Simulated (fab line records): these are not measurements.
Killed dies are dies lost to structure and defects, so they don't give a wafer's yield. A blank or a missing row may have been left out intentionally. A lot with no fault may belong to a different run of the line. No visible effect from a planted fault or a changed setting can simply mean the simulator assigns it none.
fab line records || flow sky130 || part 2 of 2: steps 27 to 34 of 34
record: {"lots": 5, "wafers": 15, "last_day": 50}
route steps=708 shown LI_CONTACT@374 LOCAL_INTERCONNECT@387 CONTACT@406
lots that met no fault: from a run of the same line without faults
start_h: hours from the record's first day to the start of the lot's first wafer shown || wait_h: hours from the lot's prior step to this one || " identical to the entry in the row above || L1.1+2: several wafers, shown together as one row || - value missing, or start not given || * or withheld: withheld || < > ~ a bound
route shown NAME@n: names a module that has steps shown in the file, with the first one's number in the route || usual: mean and standard deviation over wafers with no fault || same: alike in all rows || chamber/n: place in a boat || sites: the reading at each site || _std_site: the values' standard deviation || _edge_site: the outer-site mean with the inner-site mean subtracted || radius_mm: for every site, how far away it sits from the centre of the wafer || mask NAME#n: copy n || behind: the last tool/chamber to shape the wafer || hold: what put the lot on hold/how long, in hours/how the hold closed || device: names the non-switching transistor (n, p or np) || end of line: tests of these same wafers at the route's end || where a step has no rows: the recipe by itself || killed: the dies lost at the first sort to structure and to defects; this is not the yield of the wafer || map: per-die view of a wafer (x killed, . not killed, _ where there is no die)
set.NAME: setting as actually run; set.NAME@STEP: the setting as run at that earlier step || model.NAME: the simulator's own value behind a step, which no gauge read
lots seen at some steps along the route; tables by step, rows by wafer
services: from which hour (start_h, from the record's first day; less than 0 if before it) a tool's chamber was out of use, for how many hours, and why
== steps ==
step: SKY_LOCAL_INTERCONNECT_ETCH_13
recipe: {"chemistry": "N2/H2", "target": "BARC", "ion_energy_ev": 200, "bias_w": 100, "pressure_mtorr": 30, "n2_flow_sccm": 100, "h2_flow_sccm": 200, "icp_w": 500, "stop_on": "SiO2", "time_s": 45.9, "target_depth_a": 600}
usual: {"drypump_motor_current_A": "5.7/0.4", "oes_product_au": "0.855/0.0051", "throttle_valve_pct": "13.226/0.0085"}
{"lot.wafer": "L080.2", "tool": "rie_metal-03", "chamber": 1, "start_h": 776.61, "wait_h": 0.0, "drypump_motor_current_A": 5.9, "oes_product_au": 0.848, "rf_hours_counter_h": 3, "throttle_valve_pct": 13.234}
{"lot.wafer": "L080.3", "tool": "rie_metal-03", "chamber": 1, "start_h": 776.61, "wait_h": 0.0, "drypump_motor_current_A": 5.9, "oes_product_au": 0.855, "rf_hours_counter_h": "-", "throttle_valve_pct": 13.219}
{"lot.wafer": "L080.4", "tool": "rie_metal-03", "chamber": 0, "start_h": 776.61, "wait_h": 0.0, "drypump_motor_current_A": 6.1, "oes_product_au": 0.846, "rf_hours_counter_h": "-", "throttle_valve_pct": 13.233}
{"lot.wafer": "L082.1", "tool": "rie_metal-01", "chamber": 1, "start_h": 781.47, "wait_h": 0.0, "drypump_motor_current_A": 5.9, "oes_product_au": 0.854, "rf_hours_counter_h": 8, "throttle_valve_pct": 13.221}
{"lot.wafer": "L082.4", "tool": "rie_metal-01", "chamber": 1, "start_h": 781.47, "wait_h": 0.0, "drypump_motor_current_A": 5.9, "oes_product_au": 0.856, "rf_hours_counter_h": "-", "throttle_valve_pct": 13.221}
{"lot.wafer": "L082.5", "tool": "rie_metal-01", "chamber": 1, "start_h": 781.47, "wait_h": 0.0, "drypump_motor_current_A": 5.9, "oes_product_au": 0.839, "rf_hours_counter_h": "-", "throttle_valve_pct": 13.227}
{"lot.wafer": "L086.3", "tool": "rie_metal-02", "chamber": 1, "start_h": 807.33, "wait_h": 0.0, "drypump_motor_current_A": 6.0, "oes_product_au": 0.860, "rf_hours_counter_h": "-", "throttle_valve_pct": 13.204}
{"lot.wafer": "L086.4", "tool": "rie_metal-02", "chamber": 0, "start_h": 807.33, "wait_h": 0.0, "drypump_motor_current_A": 5.0, "oes_product_au": 0.853, "rf_hours_counter_h": "-", "throttle_valve_pct": 13.226}
{"lot.wafer": "L086.5", "tool": "rie_metal-02", "chamber": 1, "start_h": 807.33, "wait_h": 0.0, "drypump_motor_current_A": 6.0, "oes_product_au": 0.852, "rf_hours_counter_h": "-", "throttle_valve_pct": 13.233}
{"lot.wafer": "L087.1", "tool": "rie_metal-02", "chamber": 1, "start_h": 812.51, "wait_h": 0.0, "drypump_motor_current_A": 6.0, "oes_product_au": 0.853, "rf_hours_counter_h": 5, "throttle_valve_pct": 13.233}
{"lot.wafer": "L087.3", "tool": "rie_metal-02", "chamber": 1, "start_h": 812.51, "wait_h": 0.0, "drypump_motor_current_A": 6.0, "oes_product_au": 0.851, "rf_hours_counter_h": "-", "throttle_valve_pct": 13.214}
{"lot.wafer": "L087.6", "tool": "rie_metal-02", "chamber": 0, "start_h": 812.51, "wait_h": 0.0, "drypump_motor_current_A": 5.0, "oes_product_au": 0.850, "rf_hours_counter_h": "-", "throttle_valve_pct": 13.222}
{"lot.wafer": "L097.3", "tool": "rie_metal-01", "chamber": 0, "start_h": 880.66, "wait_h": 0.0, "drypump_motor_current_A": 5.2, "oes_product_au": 0.855, "rf_hours_counter_h": "-", "throttle_valve_pct": 13.220}
{"lot.wafer": "L097.5", "tool": "rie_metal-01", "chamber": 0, "start_h": 880.66, "wait_h": 0.0, "drypump_motor_current_A": 5.2, "oes_product_au": 0.862, "rf_hours_counter_h": "-", "throttle_valve_pct": 13.223}
{"lot.wafer": "L097.6", "tool": "rie_metal-01", "chamber": 1, "start_h": 880.66, "wait_h": 0.0, "drypump_motor_current_A": 5.9, "oes_product_au": 0.855, "rf_hours_counter_h": "-", "throttle_valve_pct": 13.223}
step: SKY_LOCAL_INTERCONNECT_METAL_ETCH_14
recipe: {"target_depth_nm": 110, "stop_on": "PSG", "chemistry": "Cl2/BCl3", "target": "TiN", "resist_sidewall_deg": 88, "pressure_mtorr": 10, "icp_w": 900, "bias_w": 48.5, "Cl2_flow_sccm": 60, "bcl3_flow_sccm": 30, "time_s": 31.4}
usual: {"drypump_motor_current_A": "5.7/0.4", "oes_product_au": "0.943/0.0075", "throttle_valve_pct": "21.900/0.0096"}
{"lot.wafer": "L080.2", "tool": "rie_metal-03", "chamber": 1, "start_h": 776.67, "wait_h": 0.0, "drypump_motor_current_A": 5.9, "oes_product_au": 0.944, "rf_hours_counter_h": 3, "throttle_valve_pct": 21.884}
{"lot.wafer": "L080.3", "tool": "rie_metal-03", "chamber": 1, "start_h": 776.67, "wait_h": 0.0, "drypump_motor_current_A": 5.9, "oes_product_au": 0.946, "rf_hours_counter_h": "-", "throttle_valve_pct": 21.897}
{"lot.wafer": "L080.4", "tool": "rie_metal-03", "chamber": 0, "start_h": 776.67, "wait_h": 0.0, "drypump_motor_current_A": 6.1, "oes_product_au": 0.939, "rf_hours_counter_h": "-", "throttle_valve_pct": 21.908}
{"lot.wafer": "L082.1", "tool": "rie_metal-01", "chamber": 1, "start_h": 781.53, "wait_h": 0.0, "drypump_motor_current_A": 5.9, "oes_product_au": 0.940, "rf_hours_counter_h": 8, "throttle_valve_pct": 21.910}
{"lot.wafer": "L082.4", "tool": "rie_metal-01", "chamber": 1, "start_h": 781.53, "wait_h": 0.0, "drypump_motor_current_A": 5.9, "oes_product_au": 0.931, "rf_hours_counter_h": "-", "throttle_valve_pct": 21.920}
{"lot.wafer": "L082.5", "tool": "rie_metal-01", "chamber": 1, "start_h": 781.53, "wait_h": 0.0, "drypump_motor_current_A": 5.9, "oes_product_au": 0.938, "rf_hours_counter_h": "-", "throttle_valve_pct": 21.900}
{"lot.wafer": "L086.3", "tool": "rie_metal-02", "chamber": 1, "start_h": 807.39, "wait_h": 0.0, "drypump_motor_current_A": 6.0, "oes_product_au": 0.949, "rf_hours_counter_h": "-", "throttle_valve_pct": 21.898}
{"lot.wafer": "L086.4", "tool": "rie_metal-02", "chamber": 0, "start_h": 807.39, "wait_h": 0.0, "drypump_motor_current_A": 5.0, "oes_product_au": 0.946, "rf_hours_counter_h": "-", "throttle_valve_pct": 21.907}
{"lot.wafer": "L086.5", "tool": "rie_metal-02", "chamber": 1, "start_h": 807.39, "wait_h": 0.0, "drypump_motor_current_A": 6.0, "oes_product_au": 0.945, "rf_hours_counter_h": "-", "throttle_valve_pct": 21.903}
{"lot.wafer": "L087.1", "tool": "rie_metal-02", "chamber": 1, "start_h": 812.57, "wait_h": 0.0, "drypump_motor_current_A": 6.0, "oes_product_au": 0.936, "rf_hours_counter_h": 5, "throttle_valve_pct": 21.882}
{"lot.wafer": "L087.3", "tool": "rie_metal-02", "chamber": 1, "start_h": 812.57, "wait_h": 0.0, "drypump_motor_current_A": 6.0, "oes_product_au": 0.948, "rf_hours_counter_h": "-", "throttle_valve_pct": 21.887}
{"lot.wafer": "L087.6", "tool": "rie_metal-02", "chamber": 0, "start_h": 812.57, "wait_h": 0.0, "drypump_motor_current_A": 5.0, "oes_product_au": 0.942, "rf_hours_counter_h": "-", "throttle_valve_pct": 21.905}
{"lot.wafer": "L097.3", "tool": "rie_metal-01", "chamber": 0, "start_h": 880.72, "wait_h": 0.0, "drypump_motor_current_A": 5.2, "oes_product_au": 0.943, "rf_hours_counter_h": "-", "throttle_valve_pct": 21.907}
{"lot.wafer": "L097.5", "tool": "rie_metal-01", "chamber": 0, "start_h": 880.72, "wait_h": 0.0, "drypump_motor_current_A": 5.2, "oes_product_au": 0.946, "rf_hours_counter_h": "-", "throttle_valve_pct": 21.881}
{"lot.wafer": "L097.6", "tool": "rie_metal-01", "chamber": 1, "start_h": 880.72, "wait_h": 0.0, "drypump_motor_current_A": 5.9, "oes_product_au": 0.927, "rf_hours_counter_h": "-", "throttle_valve_pct": 21.903}
step: SKY_LOCAL_INTERCONNECT_STRIP_15
recipe: {"chemistry": "O2/N2", "power_w": 1400, "pressure_mtorr": 1500, "platen_temp_c": "withheld", "o2_flow_sccm": 3000, "n2_flow_sccm": 300, "overash_fraction": 0.5}
usual: {"drypump_motor_current_A": "5.5/0.34", "oes_product_au": "0.427/0.0046", "strip_time_to_endpoint_s": "4.720/0.022"}
{"lot.wafer": "L080.2", "tool": "plasma_asher-04", "chamber": 1, "start_h": 776.72, "wait_h": 0.0, "drypump_motor_current_A": 5.3, "oes_product_au": 0.430, "rf_hours_counter_h": 66, "strip_time_to_endpoint_s": 4.722}
{"lot.wafer": "L080.3", "tool": "plasma_asher-04", "chamber": 1, "start_h": 776.72, "wait_h": 0.0, "drypump_motor_current_A": 5.3, "oes_product_au": 0.427, "rf_hours_counter_h": "-", "strip_time_to_endpoint_s": 4.722}
{"lot.wafer": "L080.4", "tool": "plasma_asher-04", "chamber": 0, "start_h": 776.72, "wait_h": 0.0, "drypump_motor_current_A": 5.8, "oes_product_au": 0.430, "rf_hours_counter_h": "-", "strip_time_to_endpoint_s": 4.708}
{"lot.wafer": "L082.1", "tool": "plasma_asher-04", "chamber": 0, "start_h": 781.59, "wait_h": 0.0, "drypump_motor_current_A": 5.8, "oes_product_au": 0.432, "rf_hours_counter_h": 67, "strip_time_to_endpoint_s": 4.712}
{"lot.wafer": "L082.4", "tool": "plasma_asher-04", "chamber": 0, "start_h": 781.59, "wait_h": 0.0, "drypump_motor_current_A": 5.8, "oes_product_au": 0.425, "rf_hours_counter_h": "-", "strip_time_to_endpoint_s": 4.717}
{"lot.wafer": "L082.5", "tool": "plasma_asher-04", "chamber": 1, "start_h": 781.59, "wait_h": 0.0, "drypump_motor_current_A": 5.3, "oes_product_au": 0.430, "rf_hours_counter_h": "-", "strip_time_to_endpoint_s": 4.726}
{"lot.wafer": "L086.3", "tool": "plasma_asher-01", "chamber": 1, "start_h": 807.46, "wait_h": 0.1, "drypump_motor_current_A": 5.5, "oes_product_au": 0.425, "rf_hours_counter_h": "-", "strip_time_to_endpoint_s": 4.711}
{"lot.wafer": "L086.4", "tool": "plasma_asher-01", "chamber": 0, "start_h": 807.46, "wait_h": 0.1, "drypump_motor_current_A": 5.6, "oes_product_au": 0.430, "rf_hours_counter_h": "-", "strip_time_to_endpoint_s": 4.731}
{"lot.wafer": "L086.5", "tool": "plasma_asher-01", "chamber": 0, "start_h": 807.46, "wait_h": 0.1, "drypump_motor_current_A": 5.5, "oes_product_au": 0.424, "rf_hours_counter_h": "-", "strip_time_to_endpoint_s": 4.736}
{"lot.wafer": "L087.1", "tool": "plasma_asher-04", "chamber": 1, "start_h": 812.63, "wait_h": 0.0, "drypump_motor_current_A": 5.3, "oes_product_au": 0.433, "rf_hours_counter_h": 70, "strip_time_to_endpoint_s": 4.687}
{"lot.wafer": "L087.3", "tool": "plasma_asher-04", "chamber": 1, "start_h": 812.63, "wait_h": 0.0, "drypump_motor_current_A": 5.4, "oes_product_au": 0.437, "rf_hours_counter_h": "-", "strip_time_to_endpoint_s": 4.712}
{"lot.wafer": "L087.6", "tool": "plasma_asher-04", "chamber": 1, "start_h": 812.63, "wait_h": 0.0, "drypump_motor_current_A": 5.3, "oes_product_au": 0.430, "rf_hours_counter_h": "-", "strip_time_to_endpoint_s": 4.680}
{"lot.wafer": "L097.3", "tool": "plasma_asher-04", "chamber": 1, "start_h": 880.79, "wait_h": 0.1, "drypump_motor_current_A": 5.4, "oes_product_au": 0.431, "rf_hours_counter_h": "-", "strip_time_to_endpoint_s": 4.758}
{"lot.wafer": "L097.5", "tool": "plasma_asher-04", "chamber": 0, "start_h": 880.79, "wait_h": 0.1, "drypump_motor_current_A": 5.8, "oes_product_au": 0.425, "rf_hours_counter_h": "-", "strip_time_to_endpoint_s": 4.738}
{"lot.wafer": "L097.6", "tool": "plasma_asher-04", "chamber": 1, "start_h": 880.79, "wait_h": 0.1, "drypump_motor_current_A": 5.3, "oes_product_au": 0.424, "rf_hours_counter_h": "-", "strip_time_to_endpoint_s": 4.762}
step: SKY_LOCAL_INTERCONNECT_STRIP_16
recipe: {"chemistry": "post_etch_residue_remover", "time_s": 1200, "temp_c": 72.5}
usual: {"bath_heat_duty_pct": "14.8/1.6"}
{"lot.wafer": "L080.2", "tool": "wet_bench-01", "chamber": 0, "start_h": 776.82, "wait_h": 0.1, "bath_heat_duty_pct": 11.8}
{"lot.wafer": "L080.3", "tool": "wet_bench-01", "chamber": 0, "start_h": 776.82, "wait_h": 0.1, "bath_heat_duty_pct": 14.0}
{"lot.wafer": "L080.4", "tool": "wet_bench-01", "chamber": 0, "start_h": 776.82, "wait_h": 0.1, "bath_heat_duty_pct": 13.4}
{"lot.wafer": "L082.1", "tool": "wet_bench-04", "chamber": 1, "start_h": 781.69, "wait_h": 0.1, "bath_heat_duty_pct": 14.3}
{"lot.wafer": "L082.4", "tool": "wet_bench-04", "chamber": 1, "start_h": 781.69, "wait_h": 0.1, "bath_heat_duty_pct": 13.9}
{"lot.wafer": "L082.5", "tool": "wet_bench-04", "chamber": 1, "start_h": 781.69, "wait_h": 0.1, "bath_heat_duty_pct": 14.5}
{"lot.wafer": "L086.3", "tool": "wet_bench-04", "chamber": 2, "start_h": 807.52, "wait_h": 0.0, "bath_heat_duty_pct": 14.9}
{"lot.wafer": "L086.4", "tool": "wet_bench-04", "chamber": 2, "start_h": 807.52, "wait_h": 0.0, "bath_heat_duty_pct": 14.2}
{"lot.wafer": "L086.5", "tool": "wet_bench-04", "chamber": 2, "start_h": 807.52, "wait_h": 0.0, "bath_heat_duty_pct": 14.0}
{"lot.wafer": "L087.1", "tool": "wet_bench-04", "chamber": 2, "start_h": 812.73, "wait_h": 0.1, "bath_heat_duty_pct": 14.8}
{"lot.wafer": "L087.3", "tool": "wet_bench-04", "chamber": 2, "start_h": 812.73, "wait_h": 0.1, "bath_heat_duty_pct": 14.0}
{"lot.wafer": "L087.6", "tool": "wet_bench-04", "chamber": 2, "start_h": 812.73, "wait_h": 0.1, "bath_heat_duty_pct": 12.8}
{"lot.wafer": "L097.3", "tool": "wet_bench-04", "chamber": 2, "start_h": 880.85, "wait_h": 0.0, "bath_heat_duty_pct": 13.7}
{"lot.wafer": "L097.5", "tool": "wet_bench-04", "chamber": 2, "start_h": 880.85, "wait_h": 0.0, "bath_heat_duty_pct": 13.8}
{"lot.wafer": "L097.6", "tool": "wet_bench-04", "chamber": 2, "start_h": 880.85, "wait_h": 0.0, "bath_heat_duty_pct": 14.5}
step: SKY_LOCAL_INTERCONNECT_CLEAN_17
recipe: {"chemistry": "IPA", "time_s": 180, "temp_c": 25}
usual: {"bath_heat_duty_pct": "6.4/0.79"}
{"lot.wafer": "L080.2", "tool": "wet_bench-03", "chamber": 3, "start_h": 777.16, "wait_h": 0.0, "bath_heat_duty_pct": 7.5}
{"lot.wafer": "L080.3", "tool": "wet_bench-03", "chamber": 3, "start_h": 777.16, "wait_h": 0.0, "bath_heat_duty_pct": 6.6}
{"lot.wafer": "L080.4", "tool": "wet_bench-03", "chamber": 3, "start_h": 777.16, "wait_h": 0.0, "bath_heat_duty_pct": 5.8}
{"lot.wafer": "L082.1", "tool": "wet_bench-03", "chamber": 1, "start_h": 782.03, "wait_h": 0.0, "bath_heat_duty_pct": 5.8}
{"lot.wafer": "L082.4", "tool": "wet_bench-03", "chamber": 1, "start_h": 782.03, "wait_h": 0.0, "bath_heat_duty_pct": 6.0}
{"lot.wafer": "L082.5", "tool": "wet_bench-03", "chamber": 1, "start_h": 782.03, "wait_h": 0.0, "bath_heat_duty_pct": 5.8}
{"lot.wafer": "L086.3", "tool": "wet_bench-01", "chamber": 3, "start_h": 807.90, "wait_h": 0.0, "bath_heat_duty_pct": 6.9}
{"lot.wafer": "L086.4", "tool": "wet_bench-01", "chamber": 3, "start_h": 807.90, "wait_h": 0.0, "bath_heat_duty_pct": 7.1}
{"lot.wafer": "L086.5", "tool": "wet_bench-01", "chamber": 3, "start_h": 807.90, "wait_h": 0.0, "bath_heat_duty_pct": 7.6}
{"lot.wafer": "L087.1", "tool": "wet_bench-01", "chamber": 0, "start_h": 813.10, "wait_h": 0.0, "bath_heat_duty_pct": 5.2}
{"lot.wafer": "L087.3", "tool": "wet_bench-01", "chamber": 0, "start_h": 813.10, "wait_h": 0.0, "bath_heat_duty_pct": 6.1}
{"lot.wafer": "L087.6", "tool": "wet_bench-01", "chamber": 0, "start_h": 813.10, "wait_h": 0.0, "bath_heat_duty_pct": 5.9}
{"lot.wafer": "L097.3", "tool": "wet_bench-01", "chamber": 0, "start_h": 881.19, "wait_h": 0.0, "bath_heat_duty_pct": 5.7}
{"lot.wafer": "L097.5", "tool": "wet_bench-01", "chamber": 0, "start_h": 881.19, "wait_h": 0.0, "bath_heat_duty_pct": 6.0}
{"lot.wafer": "L097.6", "tool": "wet_bench-01", "chamber": 0, "start_h": 881.19, "wait_h": 0.0, "bath_heat_duty_pct": 5.4}
step: SKY_LOCAL_INTERCONNECT_CLEAN_18
recipe: {"chemistry": "O3/DIW", "dry": "n2_spin"}
{"lot.wafer": "L080.2+3+4", "tool": "wet_bench-01", "chamber": 2, "start_h": 777.22, "wait_h": 0.0}
{"lot.wafer": "L082.1+4+5", "tool": "wet_bench-01", "chamber": 0, "start_h": 782.09, "wait_h": 0.0}
{"lot.wafer": "L086.3+4+5", "tool": "wet_bench-03", "chamber": 2, "start_h": 807.96, "wait_h": 0.0}
{"lot.wafer": "L087.1+3+6", "tool": "wet_bench-04", "chamber": 1, "start_h": 813.16, "wait_h": 0.0}
{"lot.wafer": "L097.3+5+6", "tool": "wet_bench-03", "chamber": 0, "start_h": 881.25, "wait_h": 0.0}
step: SKY_CONTACT_CVD_00
recipe: {"material": "Si3N4", "target_thk_nm": 75, "temp_c": 400, "time_s": "withheld", "rf_w": 450}
usual: {"heater_power_w": "744/83"}
{"lot.wafer": "L080.2", "tool": "pecvd-02", "chamber": 1, "start_h": 777.31, "wait_h": 0.0, "heater_power_w": 696}
{"lot.wafer": "L080.3", "tool": "pecvd-02", "chamber": 2, "start_h": 777.31, "wait_h": 0.0, "heater_power_w": 899}
{"lot.wafer": "L080.4", "tool": "pecvd-02", "chamber": 0, "start_h": 777.31, "wait_h": 0.0, "heater_power_w": 610}
{"lot.wafer": "L082.1", "tool": "pecvd-01", "chamber": 1, "start_h": 782.19, "wait_h": 0.0, "heater_power_w": 756}
{"lot.wafer": "L082.4", "tool": "pecvd-01", "chamber": 1, "start_h": 782.19, "wait_h": 0.0, "heater_power_w": 768}
{"lot.wafer": "L082.5", "tool": "pecvd-01", "chamber": 2, "start_h": 782.19, "wait_h": 0.0, "heater_power_w": 847}
{"lot.wafer": "L086.3", "tool": "pecvd-02", "chamber": 0, "start_h": 808.06, "wait_h": 0.0, "heater_power_w": 716}
{"lot.wafer": "L086.4", "tool": "pecvd-02", "chamber": 0, "start_h": 808.06, "wait_h": 0.0, "heater_power_w": 707}
{"lot.wafer": "L086.5", "tool": "pecvd-02", "chamber": 1, "start_h": 808.06, "wait_h": 0.0, "heater_power_w": 660}
{"lot.wafer": "L087.1", "tool": "pecvd-01", "chamber": 1, "start_h": 813.26, "wait_h": 0.0, "heater_power_w": 728}
{"lot.wafer": "L087.3", "tool": "pecvd-01", "chamber": 2, "start_h": 813.26, "wait_h": 0.0, "heater_power_w": 850}
{"lot.wafer": "L087.6", "tool": "pecvd-01", "chamber": 1, "start_h": 813.26, "wait_h": 0.0, "heater_power_w": 779}
{"lot.wafer": "L097.3", "tool": "pecvd-02", "chamber": 0, "start_h": 881.35, "wait_h": 0.0, "heater_power_w": 614}
{"lot.wafer": "L097.5", "tool": "pecvd-02", "chamber": 0, "start_h": 881.35, "wait_h": 0.0, "heater_power_w": 604}
{"lot.wafer": "L097.6", "tool": "pecvd-02", "chamber": 1, "start_h": 881.35, "wait_h": 0.0, "heater_power_w": 721}
step: SKY_CONTACT_THK_MEAS_01
recipe: {"reads": "Si3N4_of_CONTACT_CVD_00"}
usual: {"CONTACT_CVD_00_THK": "75.0/0.88"}
{"lot.wafer": "L080.2", "tool": "film_metro-01", "chamber": "-", "start_h": 777.36, "wait_h": "-", "CONTACT_CVD_00_THK[nm]": 74.9}
{"lot.wafer": "L080.3", "tool": "film_metro-01", "chamber": "-", "start_h": 777.36, "wait_h": "-", "CONTACT_CVD_00_THK[nm]": 74.2}
{"lot.wafer": "L080.4", "tool": "film_metro-01", "chamber": "-", "start_h": 777.36, "wait_h": "-", "CONTACT_CVD_00_THK[nm]": 75.4}
{"lot.wafer": "L082.1", "tool": "film_metro-02", "chamber": "-", "start_h": 782.22, "wait_h": "-", "CONTACT_CVD_00_THK[nm]": 74.4}
{"lot.wafer": "L082.4", "tool": "film_metro-02", "chamber": "-", "start_h": 782.22, "wait_h": "-", "CONTACT_CVD_00_THK[nm]": 75.1}
{"lot.wafer": "L082.5", "tool": "film_metro-02", "chamber": "-", "start_h": 782.22, "wait_h": "-", "CONTACT_CVD_00_THK[nm]": 76.1}
{"lot.wafer": "L086.3", "tool": "film_metro-01", "chamber": "-", "start_h": 808.11, "wait_h": "-", "CONTACT_CVD_00_THK[nm]": 73.0}
{"lot.wafer": "L086.4", "tool": "film_metro-01", "chamber": "-", "start_h": 808.11, "wait_h": "-", "CONTACT_CVD_00_THK[nm]": 73.8}
{"lot.wafer": "L086.5", "tool": "film_metro-01", "chamber": "-", "start_h": 808.11, "wait_h": "-", "CONTACT_CVD_00_THK[nm]": 76.0}
{"lot.wafer": "L087.1", "tool": "film_metro-01", "chamber": "-", "start_h": 813.31, "wait_h": "-", "CONTACT_CVD_00_THK[nm]": 73.7}
{"lot.wafer": "L087.3", "tool": "film_metro-01", "chamber": "-", "start_h": 813.31, "wait_h": "-", "CONTACT_CVD_00_THK[nm]": 76.3}
{"lot.wafer": "L087.6", "tool": "film_metro-01", "chamber": "-", "start_h": 813.31, "wait_h": "-", "CONTACT_CVD_00_THK[nm]": 75.5}
{"lot.wafer": "L097.3", "tool": "film_metro-03", "chamber": "-", "start_h": 881.41, "wait_h": "-", "CONTACT_CVD_00_THK[nm]": 73.9}
{"lot.wafer": "L097.5", "tool": "film_metro-03", "chamber": "-", "start_h": 881.41, "wait_h": "-", "CONTACT_CVD_00_THK[nm]": 75.6}
{"lot.wafer": "L097.6", "tool": "film_metro-03", "chamber": "-", "start_h": 881.41, "wait_h": "-", "CONTACT_CVD_00_THK[nm]": 75.7}
== services ==
{"tool": "rie_diel-01", "chamber": "-", "start_h": 725.17, "hours": 2.8, "kind": "pm"}
{"tool": "rie_diel-03", "chamber": 2, "start_h": 726.04, "hours": 7.6, "kind": "repair"}
{"tool": "pvd_sputter-04", "chamber": "-", "start_h": 729.79, "hours": 3.8, "kind": "repair"}
{"tool": "plasma_asher-04", "chamber": "-", "start_h": 733.33, "hours": 7.1, "kind": "repair"}
{"tool": "cmp-01", "chamber": "-", "start_h": 744.00, "hours": 4.0, "kind": "pm"}
{"tool": "pvd_sputter-04", "chamber": "-", "start_h": 752.41, "hours": 1.8, "kind": "repair"}
{"tool": "pvd_sputter-03", "chamber": "-", "start_h": 753.10, "hours": 0.8, "kind": "repair"}
{"tool": "pvd_sputter-01", "chamber": "-", "start_h": 754.63, "hours": 6.9, "kind": "repair"}
{"tool": "rie_diel-04", "chamber": "-", "start_h": 756.97, "hours": 0.8, "kind": "repair"}
{"tool": "cmp-01", "chamber": "-", "start_h": 758.75, "hours": 1.3, "kind": "repair"}
{"tool": "rie_diel-04", "chamber": 0, "start_h": 763.82, "hours": 20.8, "kind": "repair"}
{"tool": "pvd_sputter-03", "chamber": "-", "start_h": 773.69, "hours": 4.9, "kind": "repair"}
{"tool": "krf_scanner-01", "chamber": "-", "start_h": 774.27, "hours": 0.6, "kind": "repair"}
{"tool": "plasma_asher-02", "chamber": "-", "start_h": 793.68, "hours": 1.0, "kind": "repair"}
{"tool": "wet_bench-01", "chamber": "-", "start_h": 794.64, "hours": 5.6, "kind": "repair"}
{"tool": "krf_scanner-01", "chamber": "-", "start_h": 817.60, "hours": 1.0, "kind": "pm"}
{"tool": "rie_diel-04", "chamber": 1, "start_h": 845.43, "hours": 15.9, "kind": "repair"}
{"tool": "krf_scanner-01", "chamber": "-", "start_h": 852.24, "hours": 1.3, "kind": "pm"}
{"tool": "krf_scanner-01", "chamber": "-", "start_h": 854.40, "hours": 0.8, "kind": "pm"}
{"tool": "wet_bench-01", "chamber": "-", "start_h": 859.61, "hours": 0.9, "kind": "repair"}
{"tool": "cvd_w-01", "chamber": "-", "start_h": 865.50, "hours": 1.5, "kind": "repair"}
{"tool": "plasma_asher-02", "chamber": "-", "start_h": 866.62, "hours": 2.1, "kind": "repair"}
{"tool": "krf_scanner-01", "chamber": "-", "start_h": 875.76, "hours": 4.0, "kind": "pm"}
{"tool": "rie_diel-04", "chamber": 0, "start_h": 879.29, "hours": 1.7, "kind": "repair"}
